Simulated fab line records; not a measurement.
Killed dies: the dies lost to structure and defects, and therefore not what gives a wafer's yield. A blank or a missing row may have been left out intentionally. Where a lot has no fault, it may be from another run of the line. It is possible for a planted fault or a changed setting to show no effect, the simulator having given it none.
Which tool did it? ; flow gf180mcu ; 12 lots with 36 wafers sampled at 3 steps, on a route of 602 steps

## WHAT EACH GAUGE READ, for each wafer
GF_V4_OVL_MEAS_15. Usual: V4_OVL gives 1 nm (standard deviation 5.6).
lot;measured;on;V4_OVL (nm);flag
L335;day 24 06:15;overlay-01;10 9 13;
L336;day 24 19:06;overlay-02;3 3 -3;
L339;day 25 16:31;overlay-01;4 5 -1;
L340;day 26 04:55;overlay-01;8 10 5;
L341;day 26 11:28;overlay-02;-10 1 -6;
L348;day 28 14:55;overlay-01;2 2 1;
L351;day 29 11:13;overlay-02;-5 -7 -1;
L352;day 29 19:55;overlay-02;2 -1 1;
L354;day 30 10:13;overlay-02;-4 5 -4;
L355;day 30 16:58;overlay-01;4 -3 4;
L356;day 30 22:30;overlay-01;4 2 0;
L358;day 31 05:45;overlay-02;-3 -3 -4;

## EACH LOT AND THE TOOL THAT RAN IT (in order: tool; ch and the chambers of the sampled wafers; start)
lot;GF_SAB_ETCH_11;GF_M2_STRIP_18
L335;rie_diel-03 ch 0,2,3, day 14 23:50;wet_bench-03 ch 1, day 19 01:46
L336;rie_diel-04 ch 0,1,2, day 15 12:20;wet_bench-03 ch 3, day 19 15:27
L339;rie_diel-03 ch 0,1,3, day 16 11:02;wet_bench-04 ch 2, day 20 15:25
L340;rie_diel-03 ch 0,1, day 17 00:05;wet_bench-04 ch 0, day 21 05:26
L341;rie_diel-04 ch 0,1,3, day 17 08:49;wet_bench-04 ch 1, day 21 13:37
L348;rie_diel-03 ch 0,1, day 19 18:51;wet_bench-03 ch 1, day 23 23:44
L351;rie_diel-03 ch 0,2,3, day 20 20:11;wet_bench-03 ch 2, day 24 22:17
L352;rie_diel-03 ch 0,2,3, day 21 07:56;wet_bench-01 ch 3, day 25 08:35
L354;rie_diel-04 ch 0,2,3, day 21 23:17;wet_bench-01 ch 1, day 26 00:33
L355;rie_diel-03 ch 0,1,3, day 22 09:35;wet_bench-04 ch 3, day 26 07:34
L356;rie_diel-04 ch 0,1,3, day 22 16:54;wet_bench-04 ch 3, day 26 14:59
L358;rie_diel-01 ch 1,2,3, day 23 04:05;wet_bench-01 ch 1, day 27 01:28
- GF_SAB_ETCH_11: etches SiO2 in C4F8/O2/Ar, target depth 55 nm, time 8.5 s.
- GF_M2_STRIP_18: strips in post etch residue remover, time 1200 s.

## WHAT THE TOOLS THEMSELVES READ (means of the sampled wafers that have a number; where no wafer has one, the mark that the record gives instead)
GF_SAB_ETCH_11. Usual: bias_w 1200 W, standard deviation 3.8; oes_product_au 0.998 a.u., standard deviation 0.0077; rf_fwd_power_W 1472 W, standard deviation 6.5.
lot;tool;bias_w (W);oes_product_au (a.u.);rf_fwd_power_W (W);flag
L335;rie_diel-03;1200;0.998;1476;
L336;rie_diel-04;1196;0.994;1475;
L339;rie_diel-03;1199;0.996;1471;
L340;rie_diel-03;1198;0.993;1466;
L341;rie_diel-04;1196;0.994;1474;
L348;rie_diel-03;1203;1.000;1470;
L351;rie_diel-03;1200;0.998;1473;
L352;rie_diel-03;1200;0.995;1473;
L354;rie_diel-04;1204;1.004;1473;
L355;rie_diel-03;1199;0.999;1470;
L356;rie_diel-04;1199;1.003;1471;
L358;rie_diel-01;1203;0.996;1471;

GF_M2_STRIP_18. Usual: bath_guard_temp_C 72.2 C, standard deviation 0.62; run_length_s 1227 s, standard deviation 3.6.
lot;tool;bath_guard_temp_C (C);run_length_s (s);flag
L335;wet_bench-03;72.7;1226;
L336;wet_bench-03;72.4;1224;
L339;wet_bench-04;72.3;1223;
L340;wet_bench-04;72.2;1108;OFF
L341;wet_bench-04;73.2;1101;OFF
L348;wet_bench-03;72.5;1225;
L351;wet_bench-03;71.4;1225;
L352;wet_bench-01;72.6;1224;
L354;wet_bench-01;72.7;1234;
L355;wet_bench-04;72.3;1226;
L356;wet_bench-04;72.3;1233;
L358;wet_bench-01;72.9;1227;

## THE ANSWER, worked out from the rows above alone
Rule: a lot counts as off when the mean over its wafers that have a number is more than 3 standard deviations away from the usual mean. A lot without any number at a reading at which 4 lots or more have one is off too. All remaining lots with rows at the step are treated as sound. The gauges are gone through in route order, then the tools' own readings, and for those a lot's mean is taken as printed above. The first step at which some lot is off is used, and at that step the reading that is off furthest; a lot without a number counts as furthest.
Off: L340, L341, at GF_M2_STRIP_18 (run_length_s).
If a tool, at that step or one of the process steps before it, ran each lot that is off and ran no sound lot following the first of them, it fits. Of those tried, none fits.

## WHAT HAD BEEN PUT IN BY THE SIMULATOR
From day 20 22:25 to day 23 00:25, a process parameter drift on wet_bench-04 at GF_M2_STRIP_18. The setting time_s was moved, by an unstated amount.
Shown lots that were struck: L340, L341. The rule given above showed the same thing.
